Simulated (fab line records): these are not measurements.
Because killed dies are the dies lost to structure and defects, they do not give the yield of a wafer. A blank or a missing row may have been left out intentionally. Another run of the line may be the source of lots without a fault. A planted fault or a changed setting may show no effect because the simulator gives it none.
fab line records    flow gf180mcu
[record] lots = 10  wafers = 30  lastDay = 34
route steps=602 shown M3@412 V3@450
lots that met no fault: taken from a fault-free run of the same line
startH: hours from the record's first day to the start of the lot's first wafer shown    waitH: hours since the lot's step before    " repeats the value in the row above    L1.1+2: a single row standing in for several wafers    - no value present, or no start provided    * or withheld: withheld    < > ~ a bound
route shown NAME@n: NAME is a module with steps in the file, n the number in the route of the first one    usual: mean/standard deviation of fault-free wafers    same: alike in all rows    chamber/n: place in a boat    sites: readings site by site    _std_site: the standard deviation of these    _edge_site: mean of outer sites minus mean of inner sites    radiusMm: for every site, how far away it sits from the centre of the wafer    mask NAME#n: copy n    behind: tool/chamber where the wafer was last shaped    hold: reason for holding the lot/hours on hold/outcome of the hold    device: whichever transistor did not switch (one of n, p or np)    end of line: the tests these same wafers got at the end of their route    for a step that has no rows: nothing shown but its recipe    killed: count of dies lost to structure and defects at first sort (not the wafer's yield)    map: a wafer's dies, marking killed ones x, the rest . and places with no die _
set.NAME: the setting as run; set.NAME@STEP: as run at that earlier step    model.NAME: the simulator's own value behind a step, which no gauge read
one table for each step of the route and one row for each wafer, over a sample of lots
services: when a tool's chamber went out of use (startH, in hours from the record's first day, below 0 if earlier), for how many hours, and the reason
[[steps]]
[step GF_M3_SPUTTER_03]
[recipe] material = Ti  targetThkNm = 10  substrateTempC = 300  chamberPressurePa = 0.3  powerW = 3000  timeS = 6.7
[usual] throttleValvePct = 29.3/0.9
[same] timeS = 6.7
lot.wafer  tool           chamber  startH  waitH  throttleValvePct
L980.2     pvdSputter-03  -        456.15  0.0    28.9
L980.4     "              -        "       "      29.3
L980.6     "              -        "       "      30.7
L981.1     pvdSputter-04  -        466.47  0.0    29.9
L981.3     "              -        "       "      28.5
L981.6     "              -        "       "      29.7
L983.1     pvdSputter-04  -        498.24  0.0    28.7
L983.2     "              -        "       "      30.0
L983.4     "              -        "       "      29.8
L989.1     pvdSputter-01  -        544.02  0.0    28.8
L989.4     "              -        "       "      27.3
L989.5     "              -        "       "      28.8
L990.1     pvdSputter-01  -        550.24  0.0    28.8
L990.4     "              -        "       "      27.6
L990.5     "              -        "       "      27.5
L992.1     pvdSputter-01  -        571.51  0.0    30.0
L992.4     "              -        "       "      27.0
L992.5     "              -        "       "      27.3
L993.3     pvdSputter-01  -        578.19  0.0    28.4
L993.4     "              -        "       "      27.4
L993.5     "              -        "       "      30.4
L994.1     pvdSputter-01  -        583.01  0.0    27.0
L994.3     "              -        "       "      30.5
L994.6     "              -        "       "      28.6
L101.1     pvdSputter-01  -        638.63  0.0    29.5
L101.4     "              -        "       "      27.6
L101.6     "              -        "       "      30.3
L103.2     pvdSputter-03  -        646.17  0.0    29.6
L103.3     "              -        "       "      30.8
L103.4     "              -        "       "      29.5
[step GF_V3_SPUTTER_21]
[recipe] material = Ti  targetThkNm = 15  chamberPressurePa = 5  powerW = 2500  substrateTempC = 200  timeS = 80.02
[usual] throttleValvePct = 29.4/0.66
[same] timeS = 80.02
lot.wafer  tool           chamber  startH  waitH  throttleValvePct
L980.2     pvdSputter-04  -        506.36  0.0    29.2
L980.4     "              -        "       "      29.9
L980.6     "              -        "       "      29.2
L981.1     pvdSputter-04  -        516.83  0.0    28.9
L981.3     "              -        "       "      30.0
L981.6     "              -        "       "      29.9
L983.1     pvdSputter-02  -        547.03  0.0    30.5
L983.2     "              -        "       "      29.1
L983.4     "              -        "       "      29.9
L989.1     pvdSputter-04  -        589.28  0.0    29.8
L989.4     "              -        "       "      29.9
L989.5     "              -        "       "      29.8
L990.1     pvdSputter-04  -        596.43  0.0    29.1
L990.4     "              -        "       "      30.1
L990.5     "              -        "       "      28.8
L992.1     pvdSputter-02  -        616.26  0.0    29.1
L992.4     "              -        "       "      30.4
L992.5     "              -        "       "      28.8
L993.3     pvdSputter-02  -        623.75  0.0    29.2
L993.4     "              -        "       "      28.5
L993.5     "              -        "       "      29.7
L994.1     pvdSputter-02  -        625.36  0.0    28.9
L994.3     "              -        "       "      29.9
L994.6     "              -        "       "      30.5
L101.1     pvdSputter-04  -        679.15  0.0    29.8
L101.4     "              -        "       "      29.3
L101.6     "              -        "       "      29.2
L103.2     pvdSputter-04  -        685.87  0.0    29.0
L103.3     "              -        "       "      30.0
L103.4     "              -        "       "      29.7
[step GF_V3_SPUTTER_22]
[recipe] material = TiN  targetThkNm = 10  chamberPressurePa = 5  powerW = 4000  timeS = 40
[usual] throttleValvePct = 29.4/0.67
[same] timeS = 40
lot.wafer  tool           chamber  startH  waitH  throttleValvePct
L980.2     pvdSputter-04  -        506.42  0.0    29.5
L980.4     "              -        "       "      29.7
L980.6     "              -        "       "      29.1
L981.1     pvdSputter-04  -        516.89  0.0    28.5
L981.3     "              -        "       "      29.8
L981.6     "              -        "       "      29.9
L983.1     pvdSputter-02  -        547.09  0.0    30.5
L983.2     "              -        "       "      29.2
L983.4     "              -        "       "      30.0
L989.1     pvdSputter-04  -        589.34  0.0    29.9
L989.4     "              -        "       "      29.9
L989.5     "              -        "       "      30.1
L990.1     pvdSputter-04  -        596.49  0.0    29.3
L990.4     "              -        "       "      29.5
L990.5     "              -        "       "      28.8
L992.1     pvdSputter-02  -        616.32  0.0    29.3
L992.4     "              -        "       "      30.6
L992.5     "              -        "       "      28.6
L993.3     pvdSputter-02  -        623.82  0.0    29.2
L993.4     "              -        "       "      28.8
L993.5     "              -        "       "      29.5
L994.1     pvdSputter-02  -        625.43  0.0    28.9
L994.3     "              -        "       "      29.7
L994.6     "              -        "       "      30.5
L101.1     pvdSputter-04  -        679.21  0.0    29.7
L101.4     "              -        "       "      29.1
L101.6     "              -        "       "      29.2
L103.2     pvdSputter-04  -        685.93  0.0    29.1
L103.3     "              -        "       "      29.9
L103.4     "              -        "       "      29.8
[step GF_V3_CVD_23]
[recipe] material = W  targetThkNm = 350  timeS = 104.9  tempC = 400  pressureTorr = 40
[usual] heaterPowerW = 801/110  susceptorTempC = 400.01/0.21
[same] timeS = 104.9
lot.wafer  tool     chamber  startH  waitH  heaterPowerW  susceptorTempC
L980.2     cvdW-01  1        506.46  0.0    658           399.54
L980.4     "        0        "       "      948           400.37
L980.6     "        0        "       "      942           400.19
L981.1     cvdW-02  0        516.93  0.0    818           400.06
L981.3     "        0        "       "      819           400.03
L981.6     "        1        "       "      789           399.96
L983.1     cvdW-02  1        547.13  0.0    799           399.63
L983.2     "        0        "       "      827           400.05
L983.4     "        1        "       "      759           400.03
L989.1     cvdW-02  0        589.38  0.0    821           400.06
L989.4     "        1        "       "      758           399.75
L989.5     "        0        "       "      828           400.00
L990.1     cvdW-02  1        596.53  0.0    771           400.11
L990.4     "        1        "       "      763           399.90
L990.5     "        1        "       "      744           400.11
L992.1     cvdW-02  0        616.36  0.0    867           408.27
L992.4     "        1        "       "      826           408.20
L992.5     "        0        "       "      853           408.31
L993.3     cvdW-02  0        623.90  0.1    864           408.51
L993.4     "        1        "       "      807           408.78
L993.5     "        1        "       "      813           408.48
L994.1     cvdW-01  0        625.47  0.0    922           399.49
L994.3     "        1        "       "      657           399.98
L994.6     "        0        "       "      954           400.21
L101.1     cvdW-01  0        679.25  0.0    933           400.00
L101.4     "        1        "       "      671           400.10
L101.6     "        0        "       "      979           399.84
L103.2     cvdW-01  1        685.97  0.0    678           399.68
L103.3     "        0        "       "      980           400.03
L103.4     "        1        "       "      658           400.17
[step GF_V3_RS_MEAS_24]
[recipe] thkMeasGauge = four-point-probe  reads = W_of_V3_CVD_23+TiN_of_V3_SPUTTER_22+Ti_of_V3_SPUTTER_21
[usual] V3_W_RS = 0.330/0.0045
lot.wafer  tool          chamber  startH  waitH  hold                     V3_W_RS[ohm/sq]
L980.2     filmMetro-02  -        506.60  0.1    -                        0.323
L980.4     "             -        "       "      -                        0.331
L980.6     "             -        "       "      -                        0.326
L981.1     filmMetro-04  -        517.04  0.1    -                        0.336
L981.3     "             -        "       "      -                        0.335
L981.6     "             -        "       "      -                        0.334
L983.1     filmMetro-01  -        547.24  0.1    -                        0.332
L983.2     "             -        "       "      -                        0.333
L983.4     "             -        "       "      -                        0.334
L989.1     filmMetro-01  -        589.49  0.1    -                        0.332
L989.4     "             -        "       "      -                        0.333
L989.5     "             -        "       "      -                        0.333
L990.1     filmMetro-04  -        596.65  0.1    -                        0.335
L990.4     "             -        "       "      -                        0.331
L990.5     "             -        "       "      -                        0.331
L992.1     filmMetro-02  -        616.47  0.1    awaitDispo/0.2h/release  0.286
L992.4     "             -        "       "      awaitDispo/0.2h/release  0.286
L992.5     "             -        "       "      awaitDispo/0.2h/release  0.287
L992.1     filmMetro-02  -        616.76  0.3    -                        0.285
L992.4     "             -        "       "      -                        0.286
L992.5     "             -        "       "      -                        0.286
L993.3     filmMetro-01  -        624.01  0.1    awaitDispo/0.2h/release  0.280
L993.4     "             -        "       "      awaitDispo/0.2h/release  0.289
L993.5     "             -        "       "      awaitDispo/0.2h/release  0.285
L993.3     filmMetro-01  -        624.30  0.3    -                        0.280
L993.4     "             -        "       "      -                        0.289
L993.5     "             -        "       "      -                        0.285
L994.1     filmMetro-01  -        625.59  0.1    -                        0.331
L994.3     "             -        "       "      -                        0.325
L994.6     "             -        "       "      -                        0.333
L101.1     filmMetro-01  -        679.36  0.1    -                        0.334
L101.4     "             -        "       "      -                        0.328
L101.6     "             -        "       "      -                        0.336
L103.2     filmMetro-02  -        686.10  0.1    -                        0.320
L103.3     "             -        "       "      -                        0.327
L103.4     "             -        "       "      -                        0.324
[step GF_V3_THK_MEAS_25]
[recipe] thkMeasGauge = xrf  reads = W_of_V3_CVD_23
[usual] V3_W_THK = 355/7.3
lot.wafer  tool          chamber  startH  waitH  hold                     V3_W_THK[nm]
L980.2     filmMetro-02  -        506.71  0.1    -                        372
L980.4     "             -        "       "      -                        362
L980.6     "             -        "       "      -                        367
L981.1     filmMetro-04  -        517.16  0.1    -                        356
L981.3     "             -        "       "      -                        354
L981.6     "             -        "       "      -                        355
L983.1     filmMetro-01  -        547.36  0.1    -                        348
L983.2     "             -        "       "      -                        346
L983.4     "             -        "       "      -                        344
L989.1     filmMetro-01  -        589.61  0.1    -                        349
L989.4     "             -        "       "      -                        349
L989.5     "             -        "       "      -                        348
L990.1     filmMetro-04  -        596.77  0.1    -                        352
L990.4     "             -        "       "      -                        356
L990.5     "             -        "       "      -                        356
L992.1     filmMetro-02  -        619.40  2.6    awaitDispo/0.2h/release  414
L992.4     "             -        "       "      awaitDispo/0.2h/release  416
L992.5     "             -        "       "      awaitDispo/0.2h/release  413
L992.1     filmMetro-02  -        619.63  0.2    -                        414
L992.4     "             -        "       "      -                        417
L992.5     "             -        "       "      -                        413
L994.1     filmMetro-01  -        625.71  0.1    -                        346
L994.3     "             -        "       "      -                        353
L994.6     "             -        "       "      -                        346
L993.3     filmMetro-01  -        627.44  3.1    awaitDispo/0.2h/release  409
L993.4     "             -        "       "      awaitDispo/0.2h/release  403
L993.5     "             -        "       "      awaitDispo/0.2h/release  403
L993.3     filmMetro-01  -        627.66  0.2    -                        409
L993.4     "             -        "       "      -                        397
L993.5     "             -        "       "      -                        402
L101.1     filmMetro-01  -        679.48  0.1    -                        348
L101.4     "             -        "       "      -                        354
L101.6     "             -        "       "      -                        345
L103.2     filmMetro-02  -        686.21  0.1    -                        373
L103.3     "             -        "       "      -                        366
L103.4     "             -        "       "      -                        370
[step GF_V3_CMP_26]
[recipe] stopOn = SiO2  downForcePsi = 3.5  platenRpm = 60  tOverpolishS = 15  targetThkNm = 0  padVelocityMS = 0.94248
[usual] motorCurrentA = 11.0/0.88  platenRpm = 60.00/0.036  retainingRingPressureFrac = 1.000/0.0048  timeToEndpointS = 83/4.1
lot.wafer  tool    chamber  startH  waitH  hold                     motorCurrentA  platenRpm  retainingRingPressureFrac  timeToEndpointS
L980.4     cmp-01  1        506.76  0.0    -                        12.3           59.99      0.997                      89
L980.2     "       3        "       "      -                        9.5            59.96      1.002                      88
L980.6     "       2        "       "      -                        11.4           60.02      1.001                      87
L981.3     cmp-01  0        517.32  0.1    -                        12.2           60.03      1.005                      80
L981.1     "       1        "       "      -                        11.4           60.04      1.005                      87
L981.6     "       2        "       "      -                        11.5           59.95      1.000                      85
L983.2     cmp-01  1        547.42  0.0    -                        11.8           59.99      0.993                      88
L983.4     "       2        "       "      -                        11.9           59.94      0.996                      88
L983.1     "       0        "       "      -                        12.0           59.99      1.000                      79
L989.1     cmp-01  0        589.67  0.1    -                        12.3           60.07      1.001                      77
L989.4     "       2        "       "      -                        10.3           60.01      1.001                      83
L989.5     "       0        "       "      -                        11.5           60.06      0.993                      78
L990.4     cmp-01  0        596.93  0.1    -                        11.3           60.05      0.993                      77
L990.1     "       1        "       "      -                        12.0           59.99      1.003                      82
L990.5     "       2        "       "      -                        11.9           59.93      1.004                      80
L992.4     cmp-01  2        623.91  4.2    awaitDispo/4.1h/release  11.4           60.00      0.996                      102
L992.1     "       3        "       "      awaitDispo/4.1h/release  9.6            60.06      0.997                      97
L992.5     "       1        "       "      awaitDispo/4.1h/release  10.9           59.96      0.999                      98
L994.3     cmp-01  0        625.77  0.0    -                        11.9           60.01      0.995                      79
L994.1     "       1        "       "      -                        11.4           60.02      1.005                      83
L994.6     "       0        "       "      -                        11.6           59.96      0.997                      78
L993.3     cmp-02  2        630.90  3.2    awaitDispo/2.7h/release  10.2           60.00      1.001                      92
L993.4     "       0        "       "      awaitDispo/2.7h/release  10.0           60.01      0.991                      92
L993.5     "       2        "       "      awaitDispo/2.7h/release  10.3           59.92      1.010                      91
L101.1     cmp-01  2        679.59  0.1    -                        11.2           59.97      1.001                      82
L101.4     "       3        "       "      -                        8.9            60.02      0.999                      80
L101.6     "       2        "       "      -                        11.0           60.01      0.995                      82
L103.3     cmp-01  1        686.26  0.0    -                        11.5           59.96      1.000                      86
L103.2     "       3        "       "      -                        10.1           59.92      0.992                      87
L103.4     "       0        "       "      -                        11.3           60.06      0.996                      80
[[services]]
tool           chamber  startH  hours  kind
cmp-01         -        451.68  2.1    repair
pvdSputter-03  -        467.61  10.1   repair
pvdSputter-01  -        497.76  3.2    repair
cmp-02         -        501.17  1.5    repair
pvdSputter-02  -        508.32  3.8    repair
pvdSputter-01  -        514.59  2.9    repair
pvdSputter-03  -        535.00  60.1   repair
cvdW-01        1        538.32  1.2    repair
pvdSputter-01  -        539.82  2.8    repair
pvdSputter-04  -        542.78  23.0   repair
pvdSputter-03  -        566.19  1.2    repair
cmp-02         -        568.09  4.8    pm
cmp-01         -        572.08  4.0    pm
cmp-01         -        575.08  2.5    repair
pvdSputter-02  -        580.18  5.9    repair
pvdSputter-03  -        597.70  2.3    repair
pvdSputter-04  -        610.78  15.8   repair
cvdW-01        1        629.30  7.2    repair
pvdSputter-04  0        634.30  -      consumableReplace:kit
pvdSputter-04  0        634.30  18.0   scheduledDown
cmp-01         -        635.22  3.5    repair
pvdSputter-04  -        635.39  3.9    repair
cmp-01         -        653.23  6.7    repair
pvdSputter-04  -        671.37  1.3    repair
[[key]]
[firstSign] step = GF_V3_CVD_23  reading = susceptorTempC  direction = up  sigmas = 39  usual = *  struck = *
[effect] step = GF_V3_RS_MEAS_24  reading = visit  direction = added
[effect] step = GF_V3_RS_MEAS_24  reading = V3_W_RS  direction = down  sigmas = 9.9  usual = 0.330  struck = 0.285
[effect] step = GF_V3_THK_MEAS_25  reading = visit  direction = added
[effect] step = GF_V3_THK_MEAS_25  reading = V3_W_THK  direction = up  sigmas = 7.4  usual = 355  struck = 410
[effect] step = GF_V3_CMP_26  reading = timeToEndpointS  direction = up  sigmas = 3  usual = *  struck = *
metAt GF_V3_CVD_23
struckLots L992,L993
notActingAt GF_M3_SPUTTER_03,GF_V3_SPUTTER_21,GF_V3_SPUTTER_22
onsetBetween 596.53 616.36
[fault] kind = processParameterDrift  tool = cvdW-02  chamber = -  onsetH = 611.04  steps = GF_V3_CVD_23  channel = tempC  offset = *  shape = step  endH = 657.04  actsIn = *  stated = *
